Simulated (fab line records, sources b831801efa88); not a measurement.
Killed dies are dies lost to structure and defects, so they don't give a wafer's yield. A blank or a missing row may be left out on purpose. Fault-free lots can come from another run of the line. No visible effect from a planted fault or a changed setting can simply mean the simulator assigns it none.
Problem report in the 8D (eight disciplines) form, filled by code	flow sky130	the parts of the form that need people (team, actions taken, sign-off) are left out

1. PROBLEM STATEMENT
At SKY_METAL5_SPUTTER_02, cathodeDcPowerW averages 11167 W over 6 wafers from 2 lots, while fault-free wafers read 10600 W, standard deviation 1.8. So: +99 or more standard deviations from the usual mean.
The step: material AlCu, target thk 1150 nm, time 61.2 s.
First observed at day 45 00:49: wafer L687.2, on pvdSputter-01. The record holds 30 wafers of 10 lots with a number at this step. Rule for "out", or "out of limits": more than 4 standard deviations from the usual mean. All remaining wafers that have a number are taken as sound.

2. WHAT IT IS AND WHAT IT IS NOT
question	is	is not
which readings at this step	cathodeDcPowerW	throttleValvePct
which lots	L687, L691	L681, L682, L683, L694, L697, L699, L700, L704
which wafers of those lots	all that have a number	-
read on which tools	pvdSputter-01	pvdSputter-02, pvdSputter-04
when	from day 45 00:49	up to then (9 sound wafers); but 15 sound wafers of L694, L697, L699, L700, L704 came after

3. WHAT RULES OUT EACH SUSPECT
Counting: a tool at a process step up to the reading stays a suspect if it ran every lot that is out and no sound lot after the first of them.
- pvdSputter-01 at SKY_METAL5_SPUTTER_02 (material AlCu, target thk 1150 nm, time 61.2 s): kept. It processed each lot that is out, first L687 at day 45 00:49, and no sound lot thereafter; up to then, the last sound lot it processed was L683 at day 44 01:48. Out on those wafers are its own readings of cathodeDcPowerW.
After counting, what remains is pvdSputter-01 at SKY_METAL5_SPUTTER_02.

4. THE CAUSE (what the simulator had put in)
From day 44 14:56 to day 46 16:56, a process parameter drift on pvdSputter-01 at SKY_METAL5_SPUTTER_02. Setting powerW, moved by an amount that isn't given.
Counting left only this tool.

5. THE EFFECT CHAIN, in route order
Each row: a reading whose mean over the struck wafers that have a number lies more than 3 standard deviations from the usual. Only readings whose record carries a usual standard deviation are examined. hours: median over the lots of the time between each lot's start at the first step of this table that gives one and its start at this step. sigmas: the change, counted in usual standard deviations.
hours	step	reading	usual	on struck wafers	change	sigmas
0	SKY_METAL5_SPUTTER_02	cathodeDcPowerW	10600 W	11167	+567	+99 or more
0	SKY_METAL5_THK_MEAS_06	METAL5_ALCU_THK	1138 nm	1194	+56	+3.1
The process steps in it:
- SKY_METAL5_SPUTTER_02: material AlCu, target thk 1150 nm, time 61.2 s.
Later steps that measure or inspect, where all struck wafers having a row at the step show a number for every such reading and not one has moved that far: SKY_METAL5_RS_MEAS_05.

6. HOW IT WOULD HAVE BEEN CAUGHT EARLIER
10 hours passed between the start of the fault at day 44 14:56 and the first reading out of limits in this record, taken at day 45 00:49.
